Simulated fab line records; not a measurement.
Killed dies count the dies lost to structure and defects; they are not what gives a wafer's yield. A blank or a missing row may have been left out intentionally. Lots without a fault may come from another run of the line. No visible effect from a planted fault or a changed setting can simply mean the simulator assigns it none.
Which tool was responsible? / flow sky130 / Sampling: 12 lots, 36 wafers, 4 of 708 route steps

== WHAT EACH GAUGE READ, for each wafer ==
SKY_VIA1_CD_MEAS_12: target cd 150 nm. Usual: 150.0 nm for cd-nm, sd 1.8.
lot=L550; measured=day 35 09:52; on=cd-sem-01; cd-nm (nm)=149.1 147.3 149.8; flag=
lot=L553; measured=day 36 12:52; on=cd-sem-01; cd-nm (nm)=149.1 149.1 149.4; flag=
lot=L555; measured=day 38 00:40; on=cd-sem-02; cd-nm (nm)=150.7 151.3 149.8; flag=
lot=L559; measured=day 38 13:10; on=cd-sem-01; cd-nm (nm)=153.2 153.0 154.7; flag=
lot=L558; measured=day 38 13:05; on=cd-sem-02; cd-nm (nm)=149.2 150.3 149.0; flag=
lot=L560; measured=day 38 15:53; on=cd-sem-02; cd-nm (nm)=152.8 152.8 151.7; flag=
lot=L561; measured=day 39 03:34; on=cd-sem-01; cd-nm (nm)=150.8 150.2 150.0; flag=
lot=L562; measured=day 39 08:14; on=cd-sem-02; cd-nm (nm)=147.9 146.4 148.0; flag=
lot=L563; measured=day 39 13:51; on=cd-sem-01; cd-nm (nm)=148.5 147.4 148.6; flag=
lot=L564; measured=day 39 20:23; on=cd-sem-02; cd-nm (nm)=151.0 152.2 152.1; flag=
lot=L568; measured=day 40 23:58; on=cd-sem-02; cd-nm (nm)=150.3 150.5 150.8; flag=
lot=L570; measured=day 41 09:43; on=cd-sem-02; cd-nm (nm)=149.8 147.7 149.6; flag=

== TOOL THAT RAN EACH LOT (tool first, then ch and the chambers of the sampled wafers, then the start) ==
lot=L550; SKY_METAL1_ETCH_18=rie-metal-04 ch 0,1, day 34 06:07; SKY_METAL1_STRIP_20=plasma-asher-04 ch 0,1, day 34 06:16; SKY_VIA1_SOFTBAKE_08=litho-track-01 ch 0, day 34 20:00
lot=L553; SKY_METAL1_ETCH_18=rie-metal-03 ch 0,1, day 35 09:04; SKY_METAL1_STRIP_20=plasma-asher-02 ch 0,1, day 35 09:17; SKY_VIA1_SOFTBAKE_08=litho-track-01 ch 0, day 35 23:00
lot=L555; SKY_METAL1_ETCH_18=rie-metal-04 ch 0,1, day 36 20:52; SKY_METAL1_STRIP_20=plasma-asher-02 ch 0,1, day 36 21:01; SKY_VIA1_SOFTBAKE_08=litho-track-01 ch 0, day 37 11:00
lot=L559; SKY_METAL1_ETCH_18=rie-metal-02 ch 0,1, day 37 09:37; SKY_METAL1_STRIP_20=plasma-asher-04 ch 0,1, day 37 09:46; SKY_VIA1_SOFTBAKE_08=litho-track-02 ch 0, day 38 00:00
lot=L558; SKY_METAL1_ETCH_18=rie-metal-03 ch 0,1, day 37 09:38; SKY_METAL1_STRIP_20=plasma-asher-02 ch 0,1, day 37 09:47; SKY_VIA1_SOFTBAKE_08=litho-track-03 ch 0, day 38 00:00
lot=L560; SKY_METAL1_ETCH_18=rie-metal-04 ch 0,1, day 37 12:40; SKY_METAL1_STRIP_20=plasma-asher-04 ch 0,1, day 37 12:49; SKY_VIA1_SOFTBAKE_08=litho-track-03 ch 0, day 38 02:00
lot=L561; SKY_METAL1_ETCH_18=rie-metal-03 ch 0,1, day 38 00:55; SKY_METAL1_STRIP_20=plasma-asher-04 ch 0,1, day 38 01:04; SKY_VIA1_SOFTBAKE_08=litho-track-01 ch 0, day 38 14:00
lot=L562; SKY_METAL1_ETCH_18=rie-metal-04 ch 0,1, day 38 05:35; SKY_METAL1_STRIP_20=plasma-asher-02 ch 0,1, day 38 05:44; SKY_VIA1_SOFTBAKE_08=litho-track-02 ch 0, day 38 19:00
lot=L563; SKY_METAL1_ETCH_18=rie-metal-03 ch 1, day 38 11:14; SKY_METAL1_STRIP_20=plasma-asher-02 ch 0,1, day 38 11:23; SKY_VIA1_SOFTBAKE_08=litho-track-02 ch 0, day 39 01:00
lot=L564; SKY_METAL1_ETCH_18=rie-metal-02 ch 0, day 38 17:47; SKY_METAL1_STRIP_20=plasma-asher-03 ch 0,1, day 38 18:04; SKY_VIA1_SOFTBAKE_08=litho-track-03 ch 0, day 39 07:00
lot=L568; SKY_METAL1_ETCH_18=rie-metal-03 ch 0,1, day 39 21:37; SKY_METAL1_STRIP_20=plasma-asher-02 ch 0,1, day 39 21:46; SKY_VIA1_SOFTBAKE_08=litho-track-03 ch 0, day 40 11:00
lot=L570; SKY_METAL1_ETCH_18=rie-metal-04 ch 0,1, day 40 08:20; SKY_METAL1_STRIP_20=plasma-asher-03 ch 0,1, day 40 08:29; SKY_VIA1_SOFTBAKE_08=litho-track-03 ch 0, day 40 21:00
- SKY_METAL1_ETCH_18: etches BARC in N2/H2, stops on SiO2, time 45.9 s, target depth 60 nm.
- SKY_METAL1_STRIP_20: strips in O2/N2.
- SKY_VIA1_SOFTBAKE_08: time 90 s.

== AS READ BY THE TOOLS THEMSELVES (means over the sampled wafers that have a number; for cases with no such wafer, the mark the record gives instead) ==
SKY_METAL1_ETCH_18. Usual: drypump-motor-current-A 5.94 A, standard deviation 0.27; oes-product-au 0.854 a.u., standard deviation 0.0046; throttle-valve-pct 13.226 %, standard deviation 0.009.
lot=L550; tool=rie-metal-04; drypump-motor-current-A (A)=5.67; oes-product-au (a.u.)=0.853; throttle-valve-pct (%)=13.230; flag=
lot=L553; tool=rie-metal-03; drypump-motor-current-A (A)=5.89; oes-product-au (a.u.)=0.854; throttle-valve-pct (%)=13.231; flag=
lot=L555; tool=rie-metal-04; drypump-motor-current-A (A)=5.71; oes-product-au (a.u.)=0.854; throttle-valve-pct (%)=13.228; flag=
lot=L559; tool=rie-metal-02; drypump-motor-current-A (A)=6.13; oes-product-au (a.u.)=0.857; throttle-valve-pct (%)=13.221; flag=
lot=L558; tool=rie-metal-03; drypump-motor-current-A (A)=5.71; oes-product-au (a.u.)=0.853; throttle-valve-pct (%)=13.222; flag=
lot=L560; tool=rie-metal-04; drypump-motor-current-A (A)=5.68; oes-product-au (a.u.)=0.856; throttle-valve-pct (%)=13.234; flag=
lot=L561; tool=rie-metal-03; drypump-motor-current-A (A)=5.86; oes-product-au (a.u.)=0.851; throttle-valve-pct (%)=13.223; flag=
lot=L562; tool=rie-metal-04; drypump-motor-current-A (A)=5.72; oes-product-au (a.u.)=0.854; throttle-valve-pct (%)=13.218; flag=
lot=L563; tool=rie-metal-03; drypump-motor-current-A (A)=6.00; oes-product-au (a.u.)=0.853; throttle-valve-pct (%)=13.225; flag=
lot=L564; tool=rie-metal-02; drypump-motor-current-A (A)=6.01; oes-product-au (a.u.)=0.855; throttle-valve-pct (%)=13.224; flag=
lot=L568; tool=rie-metal-03; drypump-motor-current-A (A)=5.72; oes-product-au (a.u.)=0.854; throttle-valve-pct (%)=13.233; flag=
lot=L570; tool=rie-metal-04; drypump-motor-current-A (A)=5.70; oes-product-au (a.u.)=0.855; throttle-valve-pct (%)=13.230; flag=

SKY_METAL1_STRIP_20. Usual: drypump-motor-current-A 6.0 A, standard deviation 0.45; oes-product-au 0.344 a.u., standard deviation 0.0046; strip-time-to-endpoint-s 2.71 s, standard deviation 0.037.
lot=L550; tool=plasma-asher-04; drypump-motor-current-A (A)=6.3; oes-product-au (a.u.)=0.344; strip-time-to-endpoint-s (s)=2.77; flag=
lot=L553; tool=plasma-asher-02; drypump-motor-current-A (A)=5.6; oes-product-au (a.u.)=0.342; strip-time-to-endpoint-s (s)=2.72; flag=
lot=L555; tool=plasma-asher-02; drypump-motor-current-A (A)=5.6; oes-product-au (a.u.)=0.343; strip-time-to-endpoint-s (s)=2.73; flag=
lot=L559; tool=plasma-asher-04; drypump-motor-current-A (A)=6.3; oes-product-au (a.u.)=0.347; strip-time-to-endpoint-s (s)=2.71; flag=
lot=L558; tool=plasma-asher-02; drypump-motor-current-A (A)=5.6; oes-product-au (a.u.)=0.340; strip-time-to-endpoint-s (s)=2.72; flag=
lot=L560; tool=plasma-asher-04; drypump-motor-current-A (A)=6.2; oes-product-au (a.u.)=0.345; strip-time-to-endpoint-s (s)=2.69; flag=
lot=L561; tool=plasma-asher-04; drypump-motor-current-A (A)=6.2; oes-product-au (a.u.)=0.346; strip-time-to-endpoint-s (s)=2.71; flag=
lot=L562; tool=plasma-asher-02; drypump-motor-current-A (A)=5.6; oes-product-au (a.u.)=0.342; strip-time-to-endpoint-s (s)=2.74; flag=
lot=L563; tool=plasma-asher-02; drypump-motor-current-A (A)=6.1; oes-product-au (a.u.)=0.346; strip-time-to-endpoint-s (s)=2.71; flag=
lot=L564; tool=plasma-asher-03; drypump-motor-current-A (A)=5.9; oes-product-au (a.u.)=0.341; strip-time-to-endpoint-s (s)=2.67; flag=
lot=L568; tool=plasma-asher-02; drypump-motor-current-A (A)=5.6; oes-product-au (a.u.)=0.344; strip-time-to-endpoint-s (s)=2.73; flag=
lot=L570; tool=plasma-asher-03; drypump-motor-current-A (A)=5.8; oes-product-au (a.u.)=0.340; strip-time-to-endpoint-s (s)=2.70; flag=

SKY_VIA1_SOFTBAKE_08. Usual: heater-power-total-W 57.35 W, standard deviation 0.11; run-length-s 119.02 s, standard deviation 0.11.
lot=L550; tool=litho-track-01; heater-power-total-W (W)=57.45; run-length-s (s)=118.87; flag=
lot=L553; tool=litho-track-01; heater-power-total-W (W)=57.29; run-length-s (s)=119.09; flag=
lot=L555; tool=litho-track-01; heater-power-total-W (W)=57.26; run-length-s (s)=118.99; flag=
lot=L559; tool=litho-track-02; heater-power-total-W (W)=57.34; run-length-s (s)=119.08; flag=
lot=L558; tool=litho-track-03; heater-power-total-W (W)=57.32; run-length-s (s)=119.14; flag=
lot=L560; tool=litho-track-03; heater-power-total-W (W)=57.31; run-length-s (s)=119.08; flag=
lot=L561; tool=litho-track-01; heater-power-total-W (W)=57.46; run-length-s (s)=119.06; flag=
lot=L562; tool=litho-track-02; heater-power-total-W (W)=57.44; run-length-s (s)=119.01; flag=
lot=L563; tool=litho-track-02; heater-power-total-W (W)=57.35; run-length-s (s)=118.96; flag=
lot=L564; tool=litho-track-03; heater-power-total-W (W)=57.41; run-length-s (s)=119.06; flag=
lot=L568; tool=litho-track-03; heater-power-total-W (W)=58.03; run-length-s (s)=116.14; flag=OFF
lot=L570; tool=litho-track-03; heater-power-total-W (W)=57.94; run-length-s (s)=116.12; flag=OFF

== THE ANSWER, worked out from the rows above alone ==
Rule: take the mean of a lot's wafers that have a number; if it is more than 3 standard deviations from the usual mean, the lot is off. A lot without any number at a reading at which 4 lots or more have one is off too. All remaining lots with rows at the step are treated as sound. The gauges are gone through in route order, then the tools' own readings, and for those a lot's mean is taken as printed above. At the first step where some lot is off, the reading lying furthest off is the one used; lots without a number count as furthest.
Off at SKY_VIA1_SOFTBAKE_08 (run-length-s): L568, L570.
A tool fits if, at that step or a process step before it, it ran every lot that is off, and no sound lot after the first of them. One fits: litho-track-03 at SKY_VIA1_SOFTBAKE_08. Its last sound lot is L564 (day 39 07:00), its first lot that is off L568 (day 40 11:00): a fault that began between those two fits.
The tool's own readings at SKY_VIA1_SOFTBAKE_08 bear it out: on the lots that are off they differ by more than 5 times the standard deviation of the sound lots' means. heater-power-total-W reads 57.98 W there against 57.36 W on the sound lots; run-length-s reads 116.13 s there against 119.03 s on the sound lots.

== WHAT HAD BEEN PUT IN BY THE SIMULATOR ==
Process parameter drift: litho-track-03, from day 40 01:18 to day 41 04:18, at SKY_VIA1_SOFTBAKE_08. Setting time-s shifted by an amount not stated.
Lots struck among those shown: L568, L570. The same result came from the rule above.
